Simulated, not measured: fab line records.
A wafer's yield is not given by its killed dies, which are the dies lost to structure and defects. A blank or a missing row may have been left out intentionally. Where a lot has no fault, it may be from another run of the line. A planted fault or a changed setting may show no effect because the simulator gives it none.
2 desks looking at one fault    flow sky130    only its own numbers are on each desk; what lay behind them is given at the end

== AT THE METROLOGY DESK ==
What the gauges read, lot by lot, whatever tool the lot ran on: means of the sampled wafers that have a number. Any lot whose mean is over 4 standard deviations away from the usual mean is out of limits and marked OUT; that distance is given in the brackets.
Columns: A = PWDE_OVL at SKY_PWDE_OVL_MEAS_07, usual 0.0 nm; B = NWELL_2_TW at SKY_NWELL_TW_MEAS_26, usual 499; C = POLY_GATE_OXIDATION_THK at SKY_POLY_GATE_THK_MEAS_21, usual 4.02 nm
lot   first seen here  A     B                     C
L734  day 3 22:52      0.9   496                   4.01
L735  day 4 04:02      -1.0  501                   4.10
L736  day 4 08:46      -0.6  498                   4.08
L737  day 4 15:53      1.6   497                   3.94
L742  day 5 17:49      0.4   498                   4.01
L745  day 6 12:58      0.9   30 (-99 or more) OUT  4.05
L746  day 6 16:00      -0.6  30 (-99 or more) OUT  4.05
L749  day 7 12:37      1.0   501                   4.05
L750  day 7 16:13      -0.4  496                   4.01
L752  day 8 02:55      0.9   498                   4.12
L753  day 8 14:13      0.6   508                   4.05
L754  day 8 16:58      -0.7  509                   4.03
L755  day 8 20:26      0.7   499                   3.92
L756  day 9 05:31      0.3   496                   3.87
Finding of this desk: L745, L746 out of limits, first seen on L745 at day 8 04:53 (NWELL_2_TW at SKY_NWELL_TW_MEAS_26). In limits: L734, L735, L736, L737, L742, L749, L750, L752, L753, L754, L755, L756.

== DESK OF THE TOOL OWNER: plasma asher-03 ==
The tool's own readings at SKY_NWELL_STRIP_14 (strips in O2/N2): means of the sampled wafers that have a number, for each lot that ran on this tool. Any lot whose mean is over 4 standard deviations away from the usual mean is out of limits and marked OUT; that distance is given in the brackets.
Columns: A = chamber pressure mTorr at SKY_NWELL_STRIP_14, usual 1499.8 mTorr; B = drypump motor current A at SKY_NWELL_STRIP_14, usual 5.5 A; C = oes product au at SKY_NWELL_STRIP_14, usual 0.723 a.u.; D = strip time to endpoint s at SKY_NWELL_STRIP_14, usual 36.87 s
lot   first seen here  A       B    C      D
L736  day 5 02:22      1499.9  5.7  0.728  36.81
L742  day 6 11:23      1499.2  5.5  0.719  36.89
L749  day 8 09:35      1499.0  5.6  0.721  36.79
L753  day 9 12:26      1499.1  5.5  0.727  36.98
L756  day 10 04:20     1500.7  5.5  0.719  36.74
Finding of this desk: none of the 5 lots has anything out of limits.

== PUT TOGETHER ==
The metrology desk could have raised an alarm at day 8 04:53, on L745, L746.
Nothing out of limits was seen by the tool owner's desk.
The tool owner's desk has no number on record for L745, L746.
All the named lots went through SKY_NWELL_STRIP_14 on plasma asher-03.

== WHAT HAD BEEN PUT IN BY THE SIMULATOR ==
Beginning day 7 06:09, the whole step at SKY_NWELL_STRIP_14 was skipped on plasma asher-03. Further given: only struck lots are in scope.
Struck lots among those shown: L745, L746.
Delay in hours, fault start to first out-of-limits reading, per desk: metrology desk 23.
